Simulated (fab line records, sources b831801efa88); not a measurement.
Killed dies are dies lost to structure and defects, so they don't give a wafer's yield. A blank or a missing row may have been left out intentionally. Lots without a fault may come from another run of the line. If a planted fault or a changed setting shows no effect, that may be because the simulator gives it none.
fab line records -- flow gf180mcu -- part 1 of 2: steps 1 to 26 of 35
record: lots: 5, wafers: 15, lastDay: 34
route steps=602 shown VT_IMPLANT@131 MVSD@136 NWELL@137 LVPWELL@138 MVPSD@139 DUAL_GATE@141 POLY_GATE@157
lots that met no fault: from a run of the same line without faults
startH: hours from the record's opening day to when the first of the lot's shown wafers began -- waitH: hours from the lot's prior step to this one -- " identical to the entry in the row above -- L1.1+2: one row covering several wafers at once -- - no value, or no start given -- * or withheld: withheld -- < > ~ a bound
route shown NAME@n: names a module that has steps shown in the file, with the first one's number in the route -- usual: average and standard deviation across the fault-free wafers -- same: alike in all rows -- chamber/n: place in a boat -- sites: per-site readings -- _std_site: the values' standard deviation -- _edge_site: the outer-site mean with the inner-site mean subtracted -- radiusMm: for every site, how far away it sits from the centre of the wafer -- mask NAME#n: copy n -- behind: the tool/chamber that last shaped the wafer -- hold: why the lot went on hold/how many hours it stayed there/how the hold came to an end -- device: the n, p or np transistor that did not switch -- end of line: the same wafers' tests at the end of the route -- for a step that has no rows: nothing shown but its recipe -- killed: not the wafer's yield, but the dies lost to structure and defects at the first sort -- map: shows each die of a wafer: x if killed, . if not, _ if none is there
set.NAME: the setting the step ran with; set.NAME@STEP: the setting that earlier step ran with -- model.NAME: the simulator's own value behind a step, which no gauge read
a table for each step, a row for each wafer; lots at some steps of the route
services: the hour from which a tool's chamber was out of use, counted from the record's first day as startH (under 0 if before that day), plus the number of hours and why
== steps ==
step: GF_VT_IMPLANT_IMPLANT_41
recipe: species: As, energyKev: 70, doseCm2: 1.013e+12, tiltDeg: 7
usual: beamEnergyKeV: 70.003/0.02
lot.wafer,tool,chamber,startH,waitH,beamEnergyKeV
L083.2,implanter-02,0,220.20,0.0,70.038
L083.3,implanter-02,0,220.20,0.0,70.018
L083.5,implanter-02,0,220.20,0.0,70.027
L087.2,implanter-02,0,244.50,0.0,70.043
L087.5,implanter-02,0,244.50,0.0,70.022
L087.6,implanter-02,0,244.50,0.0,69.993
L092.1,implanter-03,0,280.97,0.0,70.015
L092.4,implanter-03,0,280.97,0.0,69.990
L092.6,implanter-03,0,280.97,0.0,69.990
L093.2,implanter-02,0,286.98,0.2,69.989
L093.3,implanter-02,0,286.98,0.2,70.015
L093.4,implanter-02,0,286.98,0.2,69.984
L094.2,implanter-03,0,293.70,0.0,69.996
L094.4,implanter-03,0,293.70,0.0,70.005
L094.6,implanter-03,0,293.70,0.0,70.008
step: GF_VT_IMPLANT_STRIP_42
recipe: chemistry: O2/N2, powerW: 1400, pressureMtorr: 1500, platenTempC: 250, o2FlowSccm: 3000, n2FlowSccm: 300, overashFraction: 0.5
usual: drypumpMotorCurrentA: 5.7/0.45, heaterPowerW: 345/37, oesProductAu: 0.716/0.0045, platenTempC: 250.01/0.16, stripTimeToEndpointS: 12.63/0.037
lot.wafer,tool,chamber,startH,waitH,drypumpMotorCurrentA,heaterPowerW,oesProductAu,platenTempC,rfHoursCounterH,stripTimeToEndpointS
L083.2,plasmaAsher-04,0,220.32,0.1,5.8,276,0.720,250.17,43,12.71
L083.3,plasmaAsher-04,1,220.32,0.1,5.1,317,0.722,250.02,-,12.69
L083.5,plasmaAsher-04,1,220.32,0.1,5.2,321,0.712,250.07,-,12.70
L087.2,plasmaAsher-02,1,244.62,0.1,6.0,345,0.710,249.82,60,12.56
L087.5,plasmaAsher-02,1,244.62,0.1,6.0,340,0.715,250.02,-,12.58
L087.6,plasmaAsher-02,0,244.62,0.1,4.9,365,0.713,250.10,-,12.61
L092.1,plasmaAsher-03,0,281.12,0.1,5.7,343,0.704,250.11,63,12.59
L092.4,plasmaAsher-03,0,281.12,0.1,5.7,342,0.720,250.17,-,12.59
L092.6,plasmaAsher-03,1,281.12,0.1,6.3,399,0.719,249.97,-,12.62
L093.2,plasmaAsher-03,1,287.11,0.1,6.3,385,0.718,250.08,63,12.63
L093.3,plasmaAsher-03,1,287.11,0.1,6.2,393,0.719,250.06,-,12.63
L093.4,plasmaAsher-03,0,287.11,0.1,5.7,351,0.712,249.95,-,12.68
L094.2,plasmaAsher-04,1,293.82,0.1,5.2,316,0.719,249.88,51,12.68
L094.4,plasmaAsher-04,1,293.82,0.1,5.2,319,0.716,250.17,-,12.71
L094.6,plasmaAsher-04,0,293.82,0.1,5.8,274,0.714,249.84,-,12.69
step: GF_VT_IMPLANT_TW_MEAS_43
usual: VT_IMPLANT_4_TW: 690/6.9
lot.wafer,tool,chamber,startH,waitH,VT_IMPLANT_4_TW
L083.2,filmMetro-04,-,220.43,0.1,681
L083.3,filmMetro-04,-,220.43,0.1,682
L083.5,filmMetro-04,-,220.43,0.1,682
L087.2,filmMetro-04,-,244.73,0.1,688
L087.5,filmMetro-04,-,244.73,0.1,685
L087.6,filmMetro-04,-,244.73,0.1,683
L092.1,filmMetro-01,-,281.22,0.1,695
L092.4,filmMetro-01,-,281.22,0.1,696
L092.6,filmMetro-01,-,281.22,0.1,696
L093.2,filmMetro-02,-,287.22,0.1,694
L093.3,filmMetro-02,-,287.22,0.1,694
L093.4,filmMetro-02,-,287.22,0.1,693
L094.2,filmMetro-04,-,293.93,0.1,687
L094.4,filmMetro-04,-,293.93,0.1,685
L094.6,filmMetro-04,-,293.93,0.1,686
step: GF_VT_IMPLANT_CLEAN_44
recipe: chemistry: SC1/SC2, mix: 1:4:20, tempC: 70, timeS: 150, dry: n2Spin
lot.wafer,tool,chamber,startH,waitH
L083.2+3+5,wetBench-02,2,220.48,0.0
L087.2+5+6,wetBench-03,3,244.78,0.0
L092.1+4+6,wetBench-03,1,281.28,0.1
L093.2+3+4,wetBench-02,2,287.27,0.0
L094.2+4+6,wetBench-02,2,293.98,0.0
step: GF_VT_IMPLANT_RTA_45
recipe: tempC: 1050, timeS: 32.45, ambient: N2
usual: annealTempCMax: 1057.2/1.1, lampPowerPct: 33.3/0.75, wafer_temp_C_max: 1053.5/0.77
lot.wafer,tool,chamber,startH,waitH,annealTempCMax,lampPowerPct,wafer_temp_C_max
L083.2,rtpAnneal-01,0,220.56,0.0,1058.4,34.4,1053.4
L083.3,rtpAnneal-01,0,220.56,0.0,1055.3,34.5,1053.1
L083.5,rtpAnneal-01,0,220.56,0.0,1056.7,34.4,1053.9
L087.2,rtpAnneal-02,0,244.87,0.0,1056.5,32.7,1052.9
L087.5,rtpAnneal-02,0,244.87,0.0,1057.6,32.7,1053.7
L087.6,rtpAnneal-02,0,244.87,0.0,1056.8,32.8,1053.2
L092.1,rtpAnneal-02,0,281.33,0.0,1056.5,32.8,1054.2
L092.4,rtpAnneal-02,0,281.33,0.0,1056.5,32.9,1054.6
L092.6,rtpAnneal-02,0,281.33,0.0,1057.3,32.9,1053.0
L093.2,rtpAnneal-02,0,287.35,0.0,1057.6,32.8,1054.6
L093.3,rtpAnneal-02,0,287.35,0.0,1058.2,32.9,1053.2
L093.4,rtpAnneal-02,0,287.35,0.0,1058.1,32.9,1053.9
L094.2,rtpAnneal-02,0,294.05,0.0,1057.1,32.8,1052.9
L094.4,rtpAnneal-02,0,294.05,0.0,1056.0,32.8,1053.2
L094.6,rtpAnneal-02,0,294.05,0.0,1056.7,32.8,1053.2
step: GF_VT_IMPLANT_RS_MEAS_46
recipe: thkMeasGauge: four-point-probe
usual: MVSD_RS: 457.8/1.3
lot.wafer,tool,chamber,startH,waitH,MVSD_RS[ohm/sq]
L083.2,filmMetro-04,-,220.66,0.1,459.5
L083.3,filmMetro-04,-,220.66,0.1,458.4
L083.5,filmMetro-04,-,220.66,0.1,458.5
L087.2,filmMetro-03,-,244.97,0.1,460.3
L087.5,filmMetro-03,-,244.97,0.1,460.8
L087.6,filmMetro-03,-,244.97,0.1,459.5
L092.1,filmMetro-03,-,281.53,0.2,456.4
L092.4,filmMetro-03,-,281.53,0.2,458.9
L092.6,filmMetro-03,-,281.53,0.2,458.2
L093.2,filmMetro-03,-,287.54,0.2,458.0
L093.3,filmMetro-03,-,287.54,0.2,459.3
L093.4,filmMetro-03,-,287.54,0.2,458.3
L094.2,filmMetro-03,-,294.15,0.1,457.9
L094.4,filmMetro-03,-,294.15,0.1,455.3
L094.6,filmMetro-03,-,294.15,0.1,457.3
step: GF_VT_IMPLANT_RS_MEAS_47
recipe: thkMeasGauge: four-point-probe
usual: NWELL_RS: 487.2/1.2
lot.wafer,tool,chamber,startH,waitH,NWELL_RS[ohm/sq]
L083.2,filmMetro-04,-,220.78,0.1,489.1
L083.3,filmMetro-04,-,220.78,0.1,489.6
L083.5,filmMetro-04,-,220.78,0.1,488.6
L087.2,filmMetro-03,-,245.09,0.1,487.8
L087.5,filmMetro-03,-,245.09,0.1,489.6
L087.6,filmMetro-03,-,245.09,0.1,488.5
L092.1,filmMetro-03,-,281.65,0.1,488.4
L092.4,filmMetro-03,-,281.65,0.1,489.4
L092.6,filmMetro-03,-,281.65,0.1,489.0
L093.2,filmMetro-03,-,287.66,0.1,487.2
L093.3,filmMetro-03,-,287.66,0.1,488.1
L093.4,filmMetro-03,-,287.66,0.1,485.1
L094.2,filmMetro-03,-,294.27,0.1,485.8
L094.4,filmMetro-03,-,294.27,0.1,483.1
L094.6,filmMetro-03,-,294.27,0.1,486.3
step: GF_VT_IMPLANT_RS_MEAS_48
recipe: thkMeasGauge: four-point-probe
usual: LVPWELL_RS: 1195/3
lot.wafer,tool,chamber,startH,waitH,LVPWELL_RS[ohm/sq]
L083.2,filmMetro-04,-,220.90,0.1,1192
L083.3,filmMetro-04,-,220.90,0.1,1195
L083.5,filmMetro-04,-,220.90,0.1,1196
L087.2,filmMetro-03,-,245.21,0.1,1199
L087.5,filmMetro-03,-,245.21,0.1,1199
L087.6,filmMetro-03,-,245.21,0.1,1197
L092.1,filmMetro-03,-,281.77,0.1,1196
L092.4,filmMetro-03,-,281.77,0.1,1193
L092.6,filmMetro-03,-,281.77,0.1,1193
L093.2,filmMetro-03,-,287.78,0.1,1194
L093.3,filmMetro-03,-,287.78,0.1,1194
L093.4,filmMetro-03,-,287.78,0.1,1193
L094.2,filmMetro-03,-,294.39,0.1,1196
L094.4,filmMetro-03,-,294.39,0.1,1192
L094.6,filmMetro-03,-,294.39,0.1,1193
step: GF_VT_IMPLANT_RS_MEAS_49
recipe: thkMeasGauge: four-point-probe
usual: MVPSD_RS: 1167.8/2.8
lot.wafer,tool,chamber,startH,waitH,MVPSD_RS[ohm/sq]
L083.2,filmMetro-04,-,221.02,0.1,1170.1
L083.3,filmMetro-04,-,221.02,0.1,1170.3
L083.5,filmMetro-04,-,221.02,0.1,1169.9
L087.2,filmMetro-03,-,245.33,0.1,1171.5
L087.5,filmMetro-03,-,245.33,0.1,1167.5
L087.6,filmMetro-03,-,245.33,0.1,1169.7
L092.1,filmMetro-03,-,281.89,0.1,1172.4
L092.4,filmMetro-03,-,281.89,0.1,1169.1
L092.6,filmMetro-03,-,281.89,0.1,1174.9
L093.2,filmMetro-03,-,287.90,0.1,1167.8
L093.3,filmMetro-03,-,287.90,0.1,1165.4
L093.4,filmMetro-03,-,287.90,0.1,1165.2
L094.2,filmMetro-03,-,294.51,0.1,1167.2
L094.4,filmMetro-03,-,294.51,0.1,1171.0
L094.6,filmMetro-03,-,294.51,0.1,1165.3
step: GF_VT_IMPLANT_WET_ETCH_50
recipe: chemistry: dHF, targetDepthNm: 20, target: SiO2, tempC: 25, dilution: 100:1, timeS: 400
lot.wafer,tool,chamber,startH,waitH
L083.2+3+5,wetBench-02,3,221.12,0.1
L087.2+5+6,wetBench-03,2,245.43,0.1
L092.1+4+6,wetBench-01,1,282.01,0.1
L093.2+3+4,wetBench-01,3,288.00,0.1
L094.2+4+6,wetBench-03,0,294.61,0.1
step: GF_DUAL_GATE_CLEAN_00
recipe: chemistry: SC1/SC2, mix: 1:4:20, tempC: 70, timeS: 150
lot.wafer,tool,chamber,startH,waitH
L083.2+3+5,wetBench-01,1,221.25,0.0
L087.2+5+6,wetBench-02,2,245.58,0.0
L092.1+4+6,wetBench-02,1,282.16,0.0
L093.2+3+4,wetBench-02,3,288.13,0.0
L094.2+4+6,wetBench-01,1,294.73,0.0
step: GF_DUAL_GATE_CLEAN_01
recipe: chemistry: dHF, timeS: 20, dilution: 100:1, dry: ipaMarangoni
lot.wafer,tool,chamber,startH,waitH
L083.2+3+5,wetBench-03,2,221.30,0.0
L087.2+5+6,wetBench-01,3,245.64,0.0
L092.1+4+6,wetBench-02,1,282.21,0.0
L093.2+3+4,wetBench-01,0,288.18,0.0
L094.2+4+6,wetBench-02,3,294.78,0.0
step: GF_DUAL_GATE_OXIDATION_02
recipe: tempC: 900, ambient: O2, stabiliseS: 600, purgeS: 300, targetThkA: 108.87, oxTimeS: 1602
usual: spikeTcCentreC: 900.9/1.2
lot.wafer,tool,chamber,startH,waitH,spikeTcCentreC
L083.2,furnace-02,0,221.72,0.4,900.4
L083.3,furnace-02,0,221.72,0.4,897.9
L083.5,furnace-02,0,221.72,0.4,900.8
L087.2,furnace-01,0,247.43,1.8,901.8
L087.5,furnace-01,0,247.43,1.8,901.4
L087.6,furnace-01,0,247.43,1.8,900.1
L092.1,furnace-01,0,283.17,1.0,900.4
L092.4,furnace-01,0,283.17,1.0,901.3
L092.6,furnace-01,0,283.17,1.0,901.1
L093.2,furnace-01,0,288.19,0.0,902.8
L093.3,furnace-01,0,288.19,0.0,902.5
L093.4,furnace-01,0,288.19,0.0,901.3
L094.2,furnace-01,0,294.82,0.0,899.6
L094.4,furnace-01,0,294.82,0.0,901.5
L094.6,furnace-01,0,294.82,0.0,901.9
step: GF_DUAL_GATE_THK_MEAS_03
recipe: reads: SiO2_of_DUAL_GATE_OXIDATION_02
usual: DUAL_GATE_OXIDATION_00_THK: 10.87/0.21
lot.wafer,tool,chamber,startH,waitH,DUAL_GATE_OXIDATION_00_THK[nm]
L083.2,filmMetro-03,-,223.17,0.0,10.84
L083.3,filmMetro-03,-,223.17,0.0,10.56
L083.5,filmMetro-03,-,223.17,0.0,10.63
L087.2,filmMetro-01,-,248.88,0.0,11.00
L087.5,filmMetro-01,-,248.88,0.0,10.96
L087.6,filmMetro-01,-,248.88,0.0,11.02
L092.1,filmMetro-03,-,284.62,0.0,10.59
L092.4,filmMetro-03,-,284.62,0.0,10.64
L092.6,filmMetro-03,-,284.62,0.0,10.62
L093.2,filmMetro-01,-,289.65,0.0,11.02
L093.3,filmMetro-01,-,289.65,0.0,11.09
L093.4,filmMetro-01,-,289.65,0.0,10.81
L094.2,filmMetro-02,-,296.28,0.0,10.51
L094.4,filmMetro-02,-,296.28,0.0,10.86
L094.6,filmMetro-02,-,296.28,0.0,10.58
step: GF_DUAL_GATE_DEHYDRATE_04
recipe: tempC: 200, timeS: 60
usual: exhaustPa: 44.7/0.96, resistLineTempC: 23.01/0.1
lot.wafer,tool,chamber,startH,waitH,exhaustPa,resistLineTempC
L083.2,lithoTrack-04,0,231.18,8.0,43.8,22.89
L083.3,lithoTrack-04,0,231.18,8.0,44.6,22.95
L083.5,lithoTrack-04,0,231.18,8.0,45.9,22.93
L087.2,lithoTrack-03,0,257.50,8.6,45.9,23.04
L087.5,lithoTrack-03,0,257.50,8.6,45.2,23.13
L087.6,lithoTrack-03,0,257.50,8.6,44.6,23.07
L092.1,lithoTrack-01,0,293.62,9.0,45.2,22.79
L092.4,lithoTrack-01,0,293.62,9.0,46.4,22.99
L092.6,lithoTrack-01,0,293.62,9.0,44.4,22.98
L093.2,lithoTrack-01,0,299.29,9.6,45.1,23.06
L093.3,lithoTrack-01,0,299.29,9.6,44.8,22.88
L093.4,lithoTrack-01,0,299.29,9.6,43.4,22.90
L094.2,lithoTrack-04,0,305.78,9.5,43.8,22.97
L094.4,lithoTrack-04,0,305.78,9.5,43.8,22.86
L094.6,lithoTrack-04,0,305.78,9.5,44.4,22.90
step: GF_DUAL_GATE_HMDS_05
recipe: primeTimeS: 60, primeTempC: 120
usual: exhaustPa: 44.9/0.9, resistLineTempC: 23.00/0.1
lot.wafer,tool,chamber,startH,waitH,exhaustPa,resistLineTempC
L083.2,lithoTrack-04,0,231.33,0.1,42.8,22.99
L083.3,lithoTrack-04,0,231.33,0.1,45.4,23.05
L083.5,lithoTrack-04,0,231.33,0.1,44.9,23.05
L087.2,lithoTrack-03,0,257.65,0.1,46.3,22.90
L087.5,lithoTrack-03,0,257.65,0.1,45.0,22.91
L087.6,lithoTrack-03,0,257.65,0.1,44.4,22.99
L092.1,lithoTrack-01,0,293.77,0.1,43.9,23.03
L092.4,lithoTrack-01,0,293.77,0.1,43.7,23.11
L092.6,lithoTrack-01,0,293.77,0.1,43.2,23.13
L093.2,lithoTrack-01,0,299.44,0.1,44.5,23.07
L093.3,lithoTrack-01,0,299.44,0.1,45.5,23.02
L093.4,lithoTrack-01,0,299.44,0.1,45.1,22.98
L094.2,lithoTrack-04,0,305.93,0.1,45.7,23.17
L094.4,lithoTrack-04,0,305.93,0.1,45.4,23.03
L094.6,lithoTrack-04,0,305.93,0.1,43.8,23.20
step: GF_DUAL_GATE_COAT_06
recipe: resist: NOVOLAK, spinRpm: 3000, resistThkNm: 1000
usual: exhaustPa: 45.3/0.87, resistLineTempC: 23.00/0.11
lot.wafer,tool,chamber,startH,waitH,exhaustPa,resistLineTempC
L083.2,lithoTrack-04,0,231.48,0.1,44.3,22.95
L083.3,lithoTrack-04,0,231.48,0.1,45.1,23.15
L083.5,lithoTrack-04,0,231.48,0.1,44.8,22.99
L087.2,lithoTrack-03,0,257.80,0.1,45.8,22.80
L087.5,lithoTrack-03,0,257.80,0.1,45.7,22.98
L087.6,lithoTrack-03,0,257.80,0.1,45.4,22.86
L092.1,lithoTrack-01,0,293.92,0.1,44.6,23.02
L092.4,lithoTrack-01,0,293.92,0.1,44.4,22.97
L092.6,lithoTrack-01,0,293.92,0.1,44.8,23.00
L093.2,lithoTrack-01,0,299.59,0.1,45.5,23.22
L093.3,lithoTrack-01,0,299.59,0.1,46.4,23.03
L093.4,lithoTrack-01,0,299.59,0.1,45.7,23.04
L094.2,lithoTrack-04,0,306.08,0.1,43.7,23.06
L094.4,lithoTrack-04,0,306.08,0.1,43.7,22.96
L094.6,lithoTrack-04,0,306.08,0.1,44.9,23.19
step: GF_DUAL_GATE_SOFTBAKE_07
recipe: tempC: 90, timeS: 60, resist: NOVOLAK
usual: exhaustPa: 44.9/0.88, resistLineTempC: 22.98/0.12
lot.wafer,tool,chamber,startH,waitH,exhaustPa,resistLineTempC
L083.2,lithoTrack-04,0,231.63,0.1,43.9,23.09
L083.3,lithoTrack-04,0,231.63,0.1,44.7,22.99
L083.5,lithoTrack-04,0,231.63,0.1,45.0,23.05
L087.2,lithoTrack-03,0,257.95,0.1,45.5,23.12
L087.5,lithoTrack-03,0,257.95,0.1,43.9,23.08
L087.6,lithoTrack-03,0,257.95,0.1,43.7,23.00
L092.1,lithoTrack-01,0,294.07,0.1,44.6,22.97
L092.4,lithoTrack-01,0,294.07,0.1,45.2,23.04
L092.6,lithoTrack-01,0,294.07,0.1,45.8,22.99
L093.2,lithoTrack-01,0,299.74,0.1,44.6,22.86
L093.3,lithoTrack-01,0,299.74,0.1,43.5,22.97
L093.4,lithoTrack-01,0,299.74,0.1,45.2,22.97
L094.2,lithoTrack-04,0,306.23,0.1,44.9,22.95
L094.4,lithoTrack-04,0,306.23,0.1,45.6,22.90
L094.6,lithoTrack-04,0,306.23,0.1,44.6,22.95
step: GF_DUAL_GATE_EXPOSE_08
recipe: maskId: Dualgate, targetCdNm: 700, na: 0.6, sourceShape: conventional, sigmaOuter: 0.6, doseMj: 140
lot.wafer,tool,chamber,startH,waitH,mask
L083.2+3+5,ilineStepper-01,0,-,-,Dualgate#0
L087.2+5+6,ilineStepper-01,0,-,-,Dualgate#0
L092.1+4+6,ilineStepper-01,0,-,-,Dualgate#0
L093.2+3+4,ilineStepper-02,0,-,-,Dualgate#0
L094.2+4+6,ilineStepper-01,0,-,-,Dualgate#0
step: GF_DUAL_GATE_PEB_09
recipe: tempC: withheld, timeS: *, resist: NOVOLAK
usual: exhaustPa: 45.1/0.89, resistLineTempC: *
lot.wafer,tool,chamber,startH,waitH,exhaustPa,resistLineTempC
L083.2,lithoTrack-01,0,-,-,44.1,*
L083.3,lithoTrack-01,0,-,-,44.2,*
L083.5,lithoTrack-01,0,-,-,43.6,*
L087.2,lithoTrack-01,0,-,-,45.4,*
L087.5,lithoTrack-01,0,-,-,47.4,*
L087.6,lithoTrack-01,0,-,-,46.1,*
L092.1,lithoTrack-01,0,-,-,45.2,*
L092.4,lithoTrack-01,0,-,-,44.0,*
L092.6,lithoTrack-01,0,-,-,44.0,*
L093.2,lithoTrack-01,0,-,-,44.3,*
L093.3,lithoTrack-01,0,-,-,44.9,*
L093.4,lithoTrack-01,0,-,-,44.5,*
L094.2,lithoTrack-03,0,-,-,46.3,*
L094.4,lithoTrack-03,0,-,-,45.9,*
L094.6,lithoTrack-03,0,-,-,46.4,*
step: GF_DUAL_GATE_DEVELOP_10
recipe: developTimeS: 60, devTempC: 23
usual: exhaustPa: 45.0/0.84, resistLineTempC: 22.99/0.12
lot.wafer,tool,chamber,startH,waitH,exhaustPa,resistLineTempC
L083.2,lithoTrack-01,0,240.95,0.1,45.2,22.75
L083.3,lithoTrack-01,0,240.95,0.1,45.1,22.84
L083.5,lithoTrack-01,0,240.95,0.1,44.7,23.00
L087.2,lithoTrack-01,0,267.25,0.1,45.2,23.02
L087.5,lithoTrack-01,0,267.25,0.1,46.5,22.96
L087.6,lithoTrack-01,0,267.25,0.1,44.2,22.97
L092.1,lithoTrack-01,0,303.97,0.1,45.2,22.88
L092.4,lithoTrack-01,0,303.97,0.1,44.8,22.97
L092.6,lithoTrack-01,0,303.97,0.1,45.7,23.00
L093.2,lithoTrack-01,0,309.24,0.1,44.1,23.08
L093.3,lithoTrack-01,0,309.24,0.1,44.0,23.02
L093.4,lithoTrack-01,0,309.24,0.1,43.1,23.03
L094.2,lithoTrack-03,0,316.20,0.1,44.3,22.93
L094.4,lithoTrack-03,0,316.20,0.1,45.3,22.94
L094.6,lithoTrack-03,0,316.20,0.1,44.6,23.03
step: GF_DUAL_GATE_OVL_MEAS_11
usual: DUAL_GATE_OVL: 1.3/1.1
lot.wafer,tool,chamber,startH,waitH,DUAL_GATE_OVL[nm]
L083.2,overlay-02,-,241.08,0.1,1.0
L083.3,overlay-02,-,241.08,0.1,-0.1
L083.5,overlay-02,-,241.08,0.1,-0.7
L087.2,overlay-01,-,267.38,0.1,1.2
L087.5,overlay-01,-,267.38,0.1,0.6
L087.6,overlay-01,-,267.38,0.1,1.2
L092.1,overlay-02,-,304.12,0.1,-0.3
L092.4,overlay-02,-,304.12,0.1,0.7
L092.6,overlay-02,-,304.12,0.1,0.1
L093.2,overlay-02,-,309.38,0.1,3.4
L093.3,overlay-02,-,309.38,0.1,2.6
L093.4,overlay-02,-,309.38,0.1,0.6
L094.2,overlay-02,-,316.33,0.1,0.2
L094.4,overlay-02,-,316.33,0.1,0.5
L094.6,overlay-02,-,316.33,0.1,3.2
step: GF_DUAL_GATE_WET_ETCH_12
recipe: chemistry: dHF, targetDepthNm: 13, dry: n2Spin, target: SiO2, tempC: 24.45, dilution: 100:1, timeS: 260
lot.wafer,tool,chamber,startH,waitH
L083.2+3+5,wetBench-02,2,241.11,0.0
L087.2+5+6,wetBench-02,0,267.41,0.0
L092.1+4+6,wetBench-03,2,304.16,0.0
L093.2+3+4,wetBench-02,2,309.41,0.0
L094.2+4+6,wetBench-03,3,316.36,0.0
step: GF_DUAL_GATE_STRIP_13
recipe: chemistry: O2/N2, powerW: 1400, pressureMtorr: 1500, platenTempC: 250, o2FlowSccm: 3000, n2FlowSccm: 300, overashFraction: 0.5
usual: drypumpMotorCurrentA: 5.7/0.5, heaterPowerW: 351/29, oesProductAu: 0.717/0.0044, platenTempC: 250.02/0.2, stripTimeToEndpointS: 12.63/0.031
lot.wafer,tool,chamber,startH,waitH,drypumpMotorCurrentA,heaterPowerW,oesProductAu,platenTempC,rfHoursCounterH,stripTimeToEndpointS
L083.2,plasmaAsher-02,1,241.19,0.0,6.0,352,0.719,249.79,60,12.60
L083.3,plasmaAsher-02,0,241.19,0.0,4.9,365,0.720,250.23,-,12.66
L083.5,plasmaAsher-02,1,241.19,0.0,6.0,338,0.713,249.89,-,12.64
L087.2,plasmaAsher-01,1,267.49,0.0,5.6,289,0.713,249.96,14,12.63
L087.5,plasmaAsher-01,1,267.49,0.0,5.6,289,0.710,249.85,-,12.67
L087.6,plasmaAsher-01,0,267.49,0.0,5.2,339,0.717,250.11,-,12.61
L092.1,plasmaAsher-02,1,304.24,0.0,6.0,348,0.717,249.86,66,12.64
L092.4,plasmaAsher-02,1,304.24,0.0,6.0,342,0.715,249.61,-,12.68
L092.6,plasmaAsher-02,1,304.24,0.0,6.0,345,0.717,250.00,-,12.66
L093.2,plasmaAsher-02,1,309.49,0.0,6.0,347,0.718,250.09,67,12.65
L093.3,plasmaAsher-02,0,309.49,0.0,4.9,357,0.722,250.24,-,12.64
L093.4,plasmaAsher-02,1,309.49,0.0,6.0,337,0.713,249.94,-,12.62
L094.2,plasmaAsher-02,0,316.44,0.0,4.9,359,0.715,250.43,68,12.62
L094.4,plasmaAsher-02,1,316.44,0.0,6.0,342,0.714,249.98,-,12.65
L094.6,plasmaAsher-02,1,316.44,0.0,6.0,343,0.713,250.08,-,12.58
step: GF_DUAL_GATE_CLEAN_14
recipe: chemistry: SC1/SC2, mix: 1:4:20, tempC: 70, timeS: 150, dry: n2Spin
lot.wafer,tool,chamber,startH,waitH
L083.2+3+5,wetBench-01,2,241.29,0.1
L087.2+5+6,wetBench-03,2,267.59,0.1
L092.1+4+6,wetBench-02,2,304.34,0.1
L093.2+3+4,wetBench-02,1,309.59,0.1
L094.2+4+6,wetBench-02,2,316.54,0.1
step: GF_DUAL_GATE_OXIDATION_15
recipe: tempC: 850, ambient: O2, stabiliseS: 600, purgeS: 300, targetThkA: 70.98, oxTimeS: 1995
usual: spikeTcCentreC: 850.8/1.1
lot.wafer,tool,chamber,startH,waitH,spikeTcCentreC
L083.2,furnace-01,0,242.10,0.7,852.5
L083.3,furnace-01,0,242.10,0.7,850.8
L083.5,furnace-01,0,242.10,0.7,849.9
L087.2,furnace-01,0,267.64,0.0,850.5
L087.5,furnace-01,0,267.64,0.0,851.4
L087.6,furnace-01,0,267.64,0.0,852.0
L092.1,furnace-02,0,304.39,0.0,851.2
L092.4,furnace-02,0,304.39,0.0,850.7
L092.6,furnace-02,0,304.39,0.0,850.9
L093.2,furnace-02,0,309.65,0.0,851.6
L093.3,furnace-02,0,309.65,0.0,851.4
L093.4,furnace-02,0,309.65,0.0,850.8
L094.2,furnace-02,0,316.59,0.0,850.8
L094.4,furnace-02,0,316.59,0.0,850.1
L094.6,furnace-02,0,316.59,0.0,851.7
